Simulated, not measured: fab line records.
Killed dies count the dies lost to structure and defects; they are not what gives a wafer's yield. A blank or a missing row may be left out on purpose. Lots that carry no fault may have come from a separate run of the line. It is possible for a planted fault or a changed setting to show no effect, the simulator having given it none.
The tool behind it: which one?    flow sky130    6 lots, 18 wafers sampled, at 2 steps of a route of 708

## WHAT THE GAUGES SHOWED, per wafer
SKY_NWELL_TW_MEAS_26.
lot   measured      on            NWELL_2_TW
L144  day 6 13:57   filmMetro-01  498.4 494.5 497.1
L146  day 7 02:32   filmMetro-02  500.3 501.3 501.8
L148  day 7 16:59   filmMetro-04  500.5 499.9 500.7
L151  day 8 05:06   filmMetro-04  514.3 515.4 517.7
L161  day 11 02:35  filmMetro-02  504.0 502.4 502.1
L163  day 11 09:13  filmMetro-02  503.6 500.5 500.3

## EACH LOT AND THE TOOL THAT RAN IT (in order: tool; ch and the chambers of the sampled wafers; start)
lot   SKY_NWELL_IMPLANT_24
L144  implanter-04 ch 0, day 6 13:43
L146  implanter-03 ch 0, day 7 02:17
L148  implanter-04 ch 0, day 7 16:44
L151  implanter-04 ch 0, day 8 04:53
L161  implanter-03 ch 0, day 11 02:20
L163  implanter-01 ch 0, day 11 09:01
- SKY_NWELL_IMPLANT_24

## THE ANSWER, worked out from the rows above alone
Rule: what is usual is taken from the lots themselves. Put in order of their means at a reading, lots are off if they are a third of the lots or fewer, leave a main group of 4 or more, and stand apart from it by a gap of 3 or more times the standard deviation of the main group's means; of several such gaps the widest counts. Not used: any main group whose means are identical at the precision the tables above print for the reading. Also off: a lot with no number at a reading for which 4 or more lots have one. All remaining lots with rows at the step are treated as sound.
Off: at SKY_NWELL_TW_MEAS_26 (NWELL_2_TW), L151. Mean 500.5 and standard deviation 2.1 in the main group.
If a tool, at a process step before that reading, ran all the lots that are off and no sound lot after the first of them, it fits. The gauges at SKY_NWELL_TW_MEAS_26 are tried like those tools. Can't be told from this: 2 tools fit, implanter-04 at SKY_NWELL_IMPLANT_24, filmMetro-04 at SKY_NWELL_TW_MEAS_26.

## WHAT WAS PUT IN BY THE SIMULATOR
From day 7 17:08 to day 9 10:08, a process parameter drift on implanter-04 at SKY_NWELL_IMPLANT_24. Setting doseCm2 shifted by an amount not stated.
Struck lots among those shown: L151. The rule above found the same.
